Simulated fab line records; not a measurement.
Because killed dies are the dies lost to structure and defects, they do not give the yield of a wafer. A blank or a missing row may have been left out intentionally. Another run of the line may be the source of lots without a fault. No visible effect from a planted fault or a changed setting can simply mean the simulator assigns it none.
Chamber matching	flow sky130	SKY_VIA1_ETCH_15 on rie_diel-04: 4 sister chambers
The step etches SiO2 in C4F8/O2/Ar, stops on TiN, target depth 351 nm, time 54 s. 8 wafers are shown with their chamber, then 8 later ones without.

## EACH WAFER AND ITS CHAMBER
wafer	chamber	oes_product_au (a.u.)	bias_w (W)
L079.4	0	0.982	1198
L081.5	2	0.989	1192
L081.6	1	0.974	1195
L086.1	2	0.976	1199
L086.6	0	0.982	1203
L088.3	1	0.986	1197
L088.6	3	0.985	1196
L095.1	3	0.990	1199

## WAFERS MISSING THEIR CHAMBER
wafer	oes_product_au (a.u.)	bias_w (W)
L095.2	0.987	1197
L095.3	0.986	1204
L096.1	0.980	1197
L096.3	0.987	1196
L096.6	0.993	1199
L097.1	0.987	1200
L097.2	0.980	1199
L097.4	0.993	1201

## THE CHAMBER EACH PASSED THROUGH
wafer	from the rows above	in truth
L095.2	can't be placed: 3 or 2 or 1 or 0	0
L095.3	can't be placed: 0 or 3 or 1 or 2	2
L096.1	can't be placed: 1 or 2 or 0 or 3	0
L096.3	can't be placed: 3 or 2 or 1 or 0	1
L096.6	can't be placed: 3 or 0 or 2 or 1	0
L097.1	can't be placed: 3 or 0 or 2 or 1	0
L097.2	can't be placed: 0 or 1 or 2 or 3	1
L097.4	can't be placed: 3 or 0 or 2 or 1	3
Placed correctly: 0 of 8. From these rows, 8 cannot be placed; in 8 the true chamber is one of the candidates. 0 placed wrongly.
How it was worked out, from the rows above alone: a wafer's distance from a chamber is the root of the sum, over the readings, of the square of ((its reading less the chamber's mean) divided by the reading's scatter). The wafer belongs to the nearest chamber; if the next one is less than 2 further off, it can't be placed. The mean given for a chamber averages the wafers shown for that chamber. The scatter: take each reading less its chamber's mean, square it, sum over the shown wafers, divide by the number of wafers less the number of chambers, and take the root.
